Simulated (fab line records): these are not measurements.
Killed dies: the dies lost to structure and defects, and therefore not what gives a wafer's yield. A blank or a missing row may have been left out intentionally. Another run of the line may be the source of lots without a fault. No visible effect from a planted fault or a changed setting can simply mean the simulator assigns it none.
What tool caused it? | flow sky130 | 36 wafers from 12 lots sampled at 4 of the route's 708 steps

== WHAT THE GAUGES SHOWED, per wafer ==
SKY_VT_ADJUST_LVTN_TW_MEAS_10.
lot  | measured     | on            | VT_ADJUST_LVTN_TW
L904 | day 6 22:20  | film metro-02 | 247.1 246.1 246.5
L906 | day 7 11:46  | film metro-03 | 241.1 242.4 240.8
L908 | day 8 00:04  | film metro-03 | 241.5 240.5 242.1
L910 | day 8 11:14  | film metro-01 | 245.2 246.4 246.1
L911 | day 8 17:22  | film metro-02 | 264.2 264.8 264.0
L913 | day 9 06:21  | film metro-01 | 242.4 243.6 243.8
L916 | day 10 08:28 | film metro-03 | 261.6 260.9 260.8
L917 | day 10 17:33 | film metro-02 | 245.6 245.6 245.0
L923 | day 12 05:53 | film metro-02 | 244.8 246.0 245.4
L924 | day 12 12:11 | film metro-03 | 244.4 244.1 243.6
L925 | day 12 17:38 | film metro-01 | 245.1 243.7 243.4
L927 | day 13 04:47 | film metro-02 | 245.7 244.1 246.0

SKY_VT_ADJUST_NCORE_TW_MEAS_11.
lot  | measured     | on            | VT_ADJUST_NCORE_TW
L904 | day 8 14:32  | film metro-04 | 218.9 218.1 217.9
L906 | day 9 04:58  | film metro-03 | 218.0 218.2 217.8
L908 | day 9 17:47  | film metro-04 | 218.3 219.0 219.7
L910 | day 10 07:07 | film metro-01 | 221.7 222.4 222.8
L911 | day 10 13:32 | film metro-04 | 218.2 219.3 219.4
L913 | day 11 03:34 | film metro-04 | 219.5 219.7 219.5
L916 | day 12 08:14 | film metro-03 | 221.6 222.4 222.0
L917 | day 12 18:16 | film metro-01 | 223.4 223.6 222.5
L923 | day 14 09:39 | film metro-01 | 221.4 220.9 222.3
L924 | day 14 15:38 | film metro-03 | 218.7 217.4 216.4
L925 | day 14 22:28 | film metro-04 | 218.5 217.7 217.4
L927 | day 15 10:23 | film metro-04 | 219.5 218.1 218.4

SKY_SD_N_OVL_MEAS_08.
lot  | measured     | on         | SD_N_OVL (nm)
L904 | day 27 21:27 | overlay-01 | -0.5 -1.8 -3.0
L906 | day 28 19:11 | overlay-02 | -1.7 -1.2 -1.9
L908 | day 29 08:08 | overlay-01 | -1.7 -2.2 -1.7
L910 | day 30 02:35 | overlay-01 | -1.3 1.7 0.0
L911 | day 30 08:52 | overlay-01 | 1.1 0.9 2.2
L913 | day 31 02:10 | overlay-02 | 0.0 -1.4 1.1
L916 | day 32 08:29 | overlay-01 | -0.3 0.8 2.0
L917 | day 32 15:55 | overlay-01 | -0.4 2.3 -0.9
L923 | day 34 09:42 | overlay-02 | -1.6 0.9 0.2
L924 | day 34 16:22 | overlay-02 | -1.2 -1.3 -1.5
L925 | day 34 20:59 | overlay-01 | 0.8 2.5 2.5
L927 | day 35 08:41 | overlay-01 | -0.8 -0.8 1.2

== EACH LOT AND THE TOOL THAT RAN IT (in order: tool; ch and the chambers of the sampled wafers; start) ==
lot  | SKY_VT_ADJUST_LVTN_IMPLANT_08
L904 | implanter-04 ch 0, day 6 22:06
L906 | implanter-01 ch 0, day 7 11:31
L908 | implanter-01 ch 0, day 7 23:50
L910 | implanter-01 ch 0, day 8 10:59
L911 | implanter-01 ch 0, day 8 17:07
L913 | implanter-02 ch 0, day 9 06:06
L916 | implanter-01 ch 0, day 10 08:15
L917 | implanter-02 ch 0, day 10 17:18
L923 | implanter-02 ch 0, day 12 05:40
L924 | implanter-02 ch 0, day 12 11:56
L925 | implanter-01 ch 0, day 12 17:23
L927 | implanter-04 ch 0, day 13 04:34
- SKY_VT_ADJUST_LVTN_IMPLANT_08

== WHAT THE TOOLS THEMSELVES READ (means of the sampled wafers that have a number; where no wafer has one, the mark that the record gives instead) ==
SKY_VT_ADJUST_LVTN_IMPLANT_08.
lot  | tool         | dose ions cm2 | end station pressure torr (Torr) | faraday current uA
L904 | implanter-04 | 1.5691e+12    | 5.14e-06                         | 8.88
L906 | implanter-01 | 1.5677e+12    | 5.22e-06                         | 8.87
L908 | implanter-01 | 1.5710e+12    | 4.90e-06                         | 8.92
L910 | implanter-01 | 1.5702e+12    | 4.84e-06                         | 9.04
L911 | implanter-01 | 2.0287e+12    | 5.06e-06                         | 11.33
L913 | implanter-02 | 1.5708e+12    | 4.97e-06                         | 8.84
L916 | implanter-01 | 2.0310e+12    | 5.17e-06                         | 11.52
L917 | implanter-02 | 1.5707e+12    | 5.07e-06                         | 8.54
L923 | implanter-02 | 1.5697e+12    | 5.06e-06                         | 8.70
L924 | implanter-02 | 1.5700e+12    | 5.06e-06                         | 8.94
L925 | implanter-01 | 1.5702e+12    | 4.88e-06                         | 8.71
L927 | implanter-04 | 1.5689e+12    | 4.64e-06                         | 8.86

== THE ANSWER, worked out from the rows above alone ==
Rule: usual is defined by the lots themselves. The widest of any qualifying gaps counts: lots, ordered by their means at a reading, are off when they make up no more than a third of the lots, leave a main group of 4 or more, and stand apart from it by 3 or more times the standard deviation of that group's means. If all means in a main group match to the digits the tables above print for the reading, that group is not used. A lot without any number at a reading at which 4 lots or more have one is off too. Any other lot the step has rows for is counted as sound. The gauges are gone through in route order, then the tools' own readings, and for those a lot's mean is taken as printed above. The first step at which some lot is off is used, and at that step the reading that is off furthest; a lot without a number counts as furthest.
Off: L911, L916, seen at SKY_VT_ADJUST_LVTN_TW_MEAS_10 (VT_ADJUST_LVTN_TW). Main group: mean 244.3, sd 1.7.
If a tool, at a process step before that reading, ran all the lots that are off and no sound lot after the first of them, it fits. Not tried: the gauges at SKY_VT_ADJUST_LVTN_TW_MEAS_10; whatever is off there is also off at SKY_VT_ADJUST_LVTN_IMPLANT_08, on other tools, and gauge error can't account for it. No candidate that was tried fits.

== WHAT THE SIMULATOR HAD PUT IN ==
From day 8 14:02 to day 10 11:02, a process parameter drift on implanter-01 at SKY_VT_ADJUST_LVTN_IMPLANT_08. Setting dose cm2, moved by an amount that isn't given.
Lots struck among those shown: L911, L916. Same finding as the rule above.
